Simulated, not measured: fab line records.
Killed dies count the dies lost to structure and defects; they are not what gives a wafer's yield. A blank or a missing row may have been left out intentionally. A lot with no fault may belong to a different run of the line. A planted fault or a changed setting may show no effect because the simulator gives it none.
What tool caused it? || flow gf180mcu || 42 wafers from 14 lots sampled at 3 of the route's 602 steps

WHAT THE GAUGES SHOWED, per wafer
GF_POLY_GATE_CD_MEAS_10: target cd 280 nm. Usual: 279.9 nm for cd nm, sd 1.2.
{"lot": "L841", "measured": "day 9 09:57", "on": "cd sem-02", "cd nm (nm)": "282.4 280.8 282.4", "flag": ""}
{"lot": "L842", "measured": "day 9 15:49", "on": "cd sem-02", "cd nm (nm)": "279.1 278.4 278.2", "flag": ""}
{"lot": "L843", "measured": "day 9 20:28", "on": "cd sem-01", "cd nm (nm)": "281.0 282.0 281.1", "flag": ""}
{"lot": "L844", "measured": "day 10 05:45", "on": "cd sem-02", "cd nm (nm)": "279.1 279.9 279.2", "flag": ""}
{"lot": "L845", "measured": "day 10 09:16", "on": "cd sem-01", "cd nm (nm)": "280.5 281.5 281.8", "flag": ""}
{"lot": "L846", "measured": "day 10 13:41", "on": "cd sem-02", "cd nm (nm)": "278.8 278.8 278.4", "flag": ""}
{"lot": "L848", "measured": "day 11 03:13", "on": "cd sem-01", "cd nm (nm)": "280.0 278.7 279.0", "flag": ""}
{"lot": "L850", "measured": "day 11 17:41", "on": "cd sem-02", "cd nm (nm)": "279.2 279.1 278.7", "flag": ""}
{"lot": "L852", "measured": "day 12 08:55", "on": "cd sem-02", "cd nm (nm)": "279.9 280.7 280.1", "flag": ""}
{"lot": "L856", "measured": "day 13 11:46", "on": "cd sem-02", "cd nm (nm)": "281.2 280.2 281.2", "flag": ""}
{"lot": "L858", "measured": "day 14 01:54", "on": "cd sem-02", "cd nm (nm)": "279.3 279.9 280.0", "flag": ""}
{"lot": "L860", "measured": "day 14 20:04", "on": "cd sem-02", "cd nm (nm)": "282.0 281.8 282.1", "flag": ""}
{"lot": "L861", "measured": "day 15 02:04", "on": "cd sem-01", "cd nm (nm)": "279.2 278.3 279.2", "flag": ""}
{"lot": "L863", "measured": "day 15 17:06", "on": "cd sem-01", "cd nm (nm)": "280.3 282.0 280.8", "flag": ""}

GF_POLY_GATE_OVL_MEAS_11. Usual: for POLY_GATE_OVL the level is 1 nm and the standard deviation is 5.5.
{"lot": "L841", "measured": "day 9 10:04", "on": "overlay-01", "POLY_GATE_OVL (nm)": "1 -6 2", "flag": ""}
{"lot": "L842", "measured": "day 9 15:55", "on": "overlay-01", "POLY_GATE_OVL (nm)": "7 4 11", "flag": ""}
{"lot": "L843", "measured": "day 9 20:34", "on": "overlay-01", "POLY_GATE_OVL (nm)": "0 6 -8", "flag": ""}
{"lot": "L844", "measured": "day 10 05:52", "on": "overlay-01", "POLY_GATE_OVL (nm)": "-3 1 -3", "flag": ""}
{"lot": "L845", "measured": "day 10 09:23", "on": "overlay-02", "POLY_GATE_OVL (nm)": "-7 -7 1", "flag": ""}
{"lot": "L846", "measured": "day 10 13:48", "on": "overlay-01", "POLY_GATE_OVL (nm)": "-5 0 -6", "flag": ""}
{"lot": "L848", "measured": "day 11 03:19", "on": "overlay-01", "POLY_GATE_OVL (nm)": "4 -1 3", "flag": ""}
{"lot": "L850", "measured": "day 11 17:47", "on": "overlay-01", "POLY_GATE_OVL (nm)": "2 6 12", "flag": ""}
{"lot": "L852", "measured": "day 12 09:01", "on": "overlay-01", "POLY_GATE_OVL (nm)": "-6 -2 -6", "flag": ""}
{"lot": "L856", "measured": "day 13 11:53", "on": "overlay-01", "POLY_GATE_OVL (nm)": "2 0 8", "flag": ""}
{"lot": "L858", "measured": "day 14 01:59", "on": "overlay-01", "POLY_GATE_OVL (nm)": "1 7 3", "flag": ""}
{"lot": "L860", "measured": "day 14 20:09", "on": "overlay-01", "POLY_GATE_OVL (nm)": "3 -1 4", "flag": ""}
{"lot": "L861", "measured": "day 15 02:11", "on": "overlay-02", "POLY_GATE_OVL (nm)": "0 -1 0", "flag": ""}
{"lot": "L863", "measured": "day 15 17:13", "on": "overlay-02", "POLY_GATE_OVL (nm)": "-3 5 -2", "flag": ""}

GF_HV_LDD_OVL_MEAS_20. Usual: for HV_LDD_01_OVL the level is -0.4 nm and the standard deviation is 1.4.
{"lot": "L841", "measured": "day 10 22:42", "on": "overlay-01", "HV_LDD_01_OVL (nm)": "-1.4 0.6 -1.6", "flag": ""}
{"lot": "L842", "measured": "day 11 05:47", "on": "overlay-02", "HV_LDD_01_OVL (nm)": "-0.7 -0.5 -0.3", "flag": ""}
{"lot": "L843", "measured": "day 11 10:11", "on": "overlay-01", "HV_LDD_01_OVL (nm)": "-1.3 -1.4 -0.8", "flag": ""}
{"lot": "L844", "measured": "day 11 20:35", "on": "overlay-01", "HV_LDD_01_OVL (nm)": "2.2 0.9 3.0", "flag": ""}
{"lot": "L845", "measured": "day 11 23:44", "on": "overlay-02", "HV_LDD_01_OVL (nm)": "-2.9 -2.9 -3.1", "flag": ""}
{"lot": "L846", "measured": "day 12 04:17", "on": "overlay-02", "HV_LDD_01_OVL (nm)": "1.3 1.5 0.6", "flag": ""}
{"lot": "L848", "measured": "day 12 18:41", "on": "overlay-01", "HV_LDD_01_OVL (nm)": "0.2 -0.1 -1.1", "flag": ""}
{"lot": "L850", "measured": "day 13 10:16", "on": "overlay-02", "HV_LDD_01_OVL (nm)": "-1.3 0.6 0.3", "flag": ""}
{"lot": "L852", "measured": "day 14 03:34", "on": "overlay-01", "HV_LDD_01_OVL (nm)": "-0.3 0.1 -1.0", "flag": ""}
{"lot": "L856", "measured": "day 15 07:52", "on": "overlay-01", "HV_LDD_01_OVL (nm)": "0.0 1.2 0.9", "flag": ""}
{"lot": "L858", "measured": "day 15 22:25", "on": "overlay-01", "HV_LDD_01_OVL (nm)": "1.2 0.5 0.5", "flag": ""}
{"lot": "L860", "measured": "day 16 18:28", "on": "overlay-02", "HV_LDD_01_OVL (nm)": "1.2 0.9 -0.6", "flag": ""}
{"lot": "L861", "measured": "day 17 00:12", "on": "overlay-02", "HV_LDD_01_OVL (nm)": "-1.2 -0.6 -0.2", "flag": ""}
{"lot": "L863", "measured": "day 17 17:14", "on": "overlay-02", "HV_LDD_01_OVL (nm)": "-1.1 -1.0 -2.3", "flag": ""}

TOOL THAT RAN EACH LOT (tool first, then ch and the chambers of the sampled wafers, then the start)
The record holds no process step before these readings.

WHAT THE TOOLS THEMSELVES READ (means of the sampled wafers that have a number; where no wafer has one, the mark that the record gives instead)
The record holds no such reading with a usual standard deviation.

THE ANSWER, worked out from the rows above alone
Rule: lot off if the mean of its wafers having a number is beyond 3 standard deviations from the usual mean. Also off: a lot with no number at a reading for which 4 or more lots have one. Where the step has rows for the other lots, those lots are counted as sound. The gauges are gone through in route order, then the tools' own readings, and for those a lot's mean is taken as printed above. The first step at which some lot is off is used, and at that step the reading that is off furthest; a lot without a number counts as furthest.
Across all readings shown, no lot is off: no conclusion can be drawn from this.

WHAT THE SIMULATOR HAD INSERTED
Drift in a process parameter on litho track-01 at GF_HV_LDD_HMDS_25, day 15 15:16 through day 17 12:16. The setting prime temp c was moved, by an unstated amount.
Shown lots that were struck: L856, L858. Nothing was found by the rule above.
